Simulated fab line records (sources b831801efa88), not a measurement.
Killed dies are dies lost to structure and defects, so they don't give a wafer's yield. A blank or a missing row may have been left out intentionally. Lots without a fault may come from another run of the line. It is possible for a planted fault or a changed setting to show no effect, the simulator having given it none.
Chamber matching    flow gf180mcu    pecvd-04 running GF_MIM_CVD_05: 3 sister chambers
The step deposits Si3N4, target thk 42 nm, time 29.086 s. 30 wafers are shown with their chamber, then 12 later ones without.

## EACH WAFER AND ITS CHAMBER
wafer   chamber  heater-power-w (W)
L076.1  0        561
L076.2  2        681
L076.3  1        579
L076.4  1        599
L076.5  2        564
L076.6  0        580
L077.2  1        650
L077.3  2        606
L077.4  1        644
L081.1  0        686
L081.2  2        561
L081.3  1        661
L081.4  2        566
L081.5  0        692
L081.6  1        690
L082.1  2        599
L082.2  1        644
L082.4  2        607
L084.4  0        599
L084.5  1        624
L084.6  2        656
L085.1  0        619
L085.2  2        634
L085.6  0        626
L088.1  0        665
L088.2  2        691
L088.3  1        640
L088.4  1        628
L088.5  0        655
L088.6  2        690

SIGNATURES (averages over the wafers above)
reading         chamber 0  chamber 1  chamber 2  scatter within a chamber
heater-power-w  631.44     635.90     623.18     43.6
Rule: for each reading, subtract the chamber's mean from the wafer's reading, divide by that reading's scatter and square the result; add these up over the readings and take the root, which gives the wafer's distance from the chamber. If the next closest chamber is less than 2 further off than the closest, the wafer can't be placed; otherwise it belongs to the closest. The scatter: take each reading less its chamber's mean, square it, sum over the shown wafers, divide by the number of wafers less the number of chambers, and take the root.

## WAFERS WITH NO CHAMBER GIVEN
wafer   heater-power-w (W)
L090.3  677
L090.4  653
L090.5  662
L091.1  655
L091.5  672
L091.6  646
L095.1  614
L095.3  571
L095.4  627
L096.1  605
L096.5  596
L096.6  687

## EACH ONE'S CHAMBER
wafer   from the rows above           in truth
L090.3  can't be placed: 1 or 0 or 2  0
L090.4  can't be placed: 1 or 0 or 2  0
L090.5  can't be placed: 1 or 0 or 2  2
L091.1  can't be placed: 1 or 0 or 2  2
L091.5  can't be placed: 1 or 0 or 2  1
L091.6  can't be placed: 1 or 0 or 2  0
L095.1  can't be placed: 2 or 0 or 1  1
L095.3  can't be placed: 2 or 0 or 1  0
L095.4  can't be placed: 2 or 0 or 1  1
L096.1  can't be placed: 2 or 0 or 1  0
L096.5  can't be placed: 2 or 0 or 1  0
L096.6  can't be placed: 1 or 0 or 2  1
Placed correctly: 0 of 12. Unplaceable from these rows: 12, with the true chamber sitting among the candidates in 12. Number placed wrongly: 0.
